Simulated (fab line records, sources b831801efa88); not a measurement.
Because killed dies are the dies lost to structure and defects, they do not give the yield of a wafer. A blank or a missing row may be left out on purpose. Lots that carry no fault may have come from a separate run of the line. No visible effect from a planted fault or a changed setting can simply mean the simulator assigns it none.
Which tool did it? | flow gf180mcu | 11 lots, 33 wafers sampled, at 5 steps of a route of 602

== WHAT EACH GAUGE READ, for each wafer ==
GF_SAB_THK_MEAS_01. Usual: SAB_CVD_00_THK 50.0 nm, standard deviation 0.73.
lot  | measured     | on            | SAB_CVD_00_THK (nm) | flag
L722 | day 14 17:49 | film metro-04 | 50.6 50.4 51.2      |
L727 | day 16 08:56 | film metro-04 | 49.8 50.6 50.7      |
L731 | day 17 10:59 | film metro-03 | 49.7 50.0 50.2      |
L734 | day 18 17:10 | film metro-04 | 50.7 51.3 50.9      |
L738 | day 20 07:23 | film metro-03 | 49.7 48.9 51.0      |
L739 | day 20 20:48 | film metro-04 | 50.0 51.3 51.0      |
L740 | day 20 21:35 | film metro-04 | 49.0 50.1 49.8      |
L741 | day 21 06:02 | film metro-04 | 49.4 49.9 49.8      |
L742 | day 21 15:01 | film metro-01 | 50.1 50.2 50.8      |
L744 | day 21 23:38 | film metro-03 | 50.2 50.2 50.6      |
L745 | day 22 10:10 | film metro-03 | 49.6 50.1 50.0      |

GF_V3_THK_MEAS_25: measures by xrf. Usual: V3_W_THK 352 nm, standard deviation 4.3.
lot  | measured     | on            | V3_W_THK (nm) | flag
L722 | day 23 02:46 | film metro-04 | 353 363 351   |
L727 | day 24 16:56 | film metro-01 | 351 354 357   |
L731 | day 25 17:36 | film metro-03 | 350 351 353   |
L734 | day 26 20:23 | film metro-04 | 360 356 351   |
L738 | day 28 03:37 | film metro-01 | 349 348 351   |
L739 | day 28 13:49 | film metro-01 | 341 346 351   |
L740 | day 28 16:06 | film metro-01 | 347 347 349   |
L741 | day 28 21:46 | film metro-03 | 348 354 347   |
L742 | day 29 04:26 | film metro-03 | 359 356 359   |
L744 | day 29 13:21 | film metro-03 | 361 355 356   |
L745 | day 29 19:32 | film metro-04 | 346 351 348   |

== WHAT TOOL EACH LOT RAN ON (gives the tool, then ch and the chambers of the sampled wafers, and finally the start) ==
lot  | GF_CONTACT_SPUTTER_22        | GF_M1_METAL_ETCH_16               | GF_M1_STRIP_17
L722 | pvd sputter-03, day 16 15:54 | rie metal-02 ch 0,1, day 17 16:31 | plasma asher-02 ch 0,1, day 17 16:38
L727 | pvd sputter-04, day 18 09:26 | rie metal-03 ch 0,1, day 19 10:52 | plasma asher-03 ch 0,1, day 19 10:58
L731 | pvd sputter-04, day 19 13:45 | rie metal-03 ch 0,1, day 20 15:23 | plasma asher-01 ch 0,1, day 20 15:30
L734 | pvd sputter-03, day 20 19:23 | rie metal-03 ch 0,1, day 21 20:37 | plasma asher-01 ch 0,1, day 21 20:44
L738 | pvd sputter-01, day 22 09:14 | rie metal-01 ch 0, day 23 09:42   | plasma asher-03 ch 0,1, day 23 09:53
L739 | pvd sputter-03, day 22 22:32 | rie metal-01 ch 0,1, day 23 21:51 | plasma asher-02 ch 0, day 23 21:58
L740 | pvd sputter-04, day 22 22:39 | rie metal-02 ch 0,1, day 23 22:14 | plasma asher-03 ch 0,1, day 23 22:21
L741 | pvd sputter-04, day 23 06:02 | rie metal-03 ch 0,1, day 24 05:39 | plasma asher-01 ch 0,1, day 24 05:46
L742 | pvd sputter-04, day 23 15:20 | rie metal-02 ch 0,1, day 24 14:49 | plasma asher-01 ch 0,1, day 24 14:56
L744 | pvd sputter-03, day 23 22:38 | rie metal-03 ch 0, day 24 22:19   | plasma asher-01 ch 0, day 24 22:26
L745 | pvd sputter-04, day 24 09:22 | rie metal-03 ch 0,1, day 25 07:49 | plasma asher-02 ch 0,1, day 25 07:56
- GF_CONTACT_SPUTTER_22: material Ti, target thk 15 nm, time 80.02 s.
- GF_M1_METAL_ETCH_16: etches the open film in Cl2/BCl3, stops on SiO2, target depth 627.5 nm, time 104.6 s.
- GF_M1_STRIP_17: strips in O2/N2.

== AS READ BY THE TOOLS THEMSELVES (means over the sampled wafers that have a number; for cases with no such wafer, the mark the record gives instead) ==
GF_CONTACT_SPUTTER_22. Usual: cathode dc power W 2500.1 W, standard deviation 0.44; throttle valve pct 30.3 %, standard deviation 0.85.
lot  | tool           | cathode dc power W (W) | throttle valve pct (%) | flag
L722 | pvd sputter-03 | 2500.2                 | 30.0                   |
L727 | pvd sputter-04 | 2500.3                 | 30.8                   |
L731 | pvd sputter-04 | 2499.9                 | 30.4                   |
L734 | pvd sputter-03 | 2500.1                 | 30.3                   |
L738 | pvd sputter-01 | 2499.9                 | 31.0                   |
L739 | pvd sputter-03 | 2499.9                 | 30.2                   |
L740 | pvd sputter-04 | 2499.9                 | 30.0                   |
L741 | pvd sputter-04 | 2500.0                 | 30.4                   |
L742 | pvd sputter-04 | 2500.1                 | 29.8                   |
L744 | pvd sputter-03 | 2499.8                 | 30.3                   |
L745 | pvd sputter-04 | 2500.2                 | 30.3                   |

GF_M1_METAL_ETCH_16. Usual: bcl3 flow sccm 40.00 sccm, standard deviation 0.12; drypump motor current A 5.83 A, standard deviation 0.12; oes product au 0.971 a.u., standard deviation 0.006; rf fwd power W 794.4 W, standard deviation 2.8; throttle valve pct 28.249 %, standard deviation 0.01.
lot  | tool         | bcl3 flow sccm (sccm) | drypump motor current A (A) | oes product au (a.u.) | rf fwd power W (W) | throttle valve pct (%) | flag
L722 | rie metal-02 | 39.87                 | 5.71                        | 0.975                 | 794.0              | 28.242                 |
L727 | rie metal-03 | 39.92                 | 5.78                        | 0.968                 | 796.5              | 28.255                 |
L731 | rie metal-03 | 39.99                 | 5.87                        | 0.963                 | 922.4              | 28.253                 | OFF
L734 | rie metal-03 | 39.99                 | 5.80                        | 0.969                 | 922.9              | 28.251                 | OFF
L738 | rie metal-01 | 39.93                 | 5.99                        | 0.970                 | 799.1              | 28.248                 |
L739 | rie metal-01 | 39.99                 | 5.98                        | 0.967                 | 795.1              | 28.256                 |
L740 | rie metal-02 | 40.11                 | 5.73                        | 0.972                 | 794.5              | 28.242                 |
L741 | rie metal-03 | 40.01                 | 5.79                        | 0.971                 | 794.1              | 28.255                 |
L742 | rie metal-02 | 40.01                 | 5.77                        | 0.977                 | 793.8              | 28.248                 |
L744 | rie metal-03 | 40.14                 | 5.94                        | 0.971                 | 797.4              | 28.250                 |
L745 | rie metal-03 | 40.09                 | 5.85                        | 0.971                 | 793.6              | 28.247                 |

GF_M1_STRIP_17. Usual: drypump motor current A 5.6 A, standard deviation 0.4; heater power w 363 W, standard deviation 29; o2 flow sccm 3001 sccm, standard deviation 8.6; oes product au 0.558 a.u., standard deviation 0.0049; strip time to endpoint s 7.88 s, standard deviation 0.056.
lot  | tool            | drypump motor current A (A) | heater power w (W) | o2 flow sccm (sccm) | oes product au (a.u.) | strip time to endpoint s (s) | flag
L722 | plasma asher-02 | 5.7                         | 369                | 3001                | 0.555                 | 7.85                         |
L727 | plasma asher-03 | 5.6                         | 370                | 2999                | 0.554                 | 7.93                         |
L731 | plasma asher-01 | 5.2                         | 341                | 3001                | 0.548                 | 7.59                         | OFF
L734 | plasma asher-01 | 5.2                         | 338                | 3002                | 0.546                 | 7.59                         | OFF
L738 | plasma asher-03 | 5.6                         | 367                | 3001                | 0.552                 | 7.81                         |
L739 | plasma asher-02 | 6.0                         | 423                | 3008                | 0.555                 | 7.86                         |
L740 | plasma asher-03 | 5.6                         | 372                | 2999                | 0.552                 | 7.83                         |
L741 | plasma asher-01 | 5.2                         | 341                | 3003                | 0.567                 | 8.03                         |
L742 | plasma asher-01 | 5.5                         | 341                | 3013                | 0.558                 | 7.88                         |
L744 | plasma asher-01 | 4.8                         | 340                | 2990                | 0.560                 | 7.90                         |
L745 | plasma asher-02 | 5.7                         | 370                | 2995                | 0.559                 | 7.88                         |

== THE ANSWER, worked out from the rows above alone ==
Rule: a lot is off if the mean of its wafers that have a number lies more than 3 standard deviations from the usual mean. A lot without any number at a reading at which 4 lots or more have one is off too. All remaining lots with rows at the step are treated as sound. First the gauges in route order, then the tools' own readings, where a lot's mean is used as printed above. The first step at which some lot is off is used, and at that step the reading that is off furthest; a lot without a number counts as furthest.
Off at GF_M1_METAL_ETCH_16 (rf fwd power W): L731, L734.
If a tool, at that step or one of the process steps before it, ran each lot that is off and ran no sound lot following the first of them, it fits. No candidate that was tried fits.

== WHAT HAD BEEN PUT IN BY THE SIMULATOR ==
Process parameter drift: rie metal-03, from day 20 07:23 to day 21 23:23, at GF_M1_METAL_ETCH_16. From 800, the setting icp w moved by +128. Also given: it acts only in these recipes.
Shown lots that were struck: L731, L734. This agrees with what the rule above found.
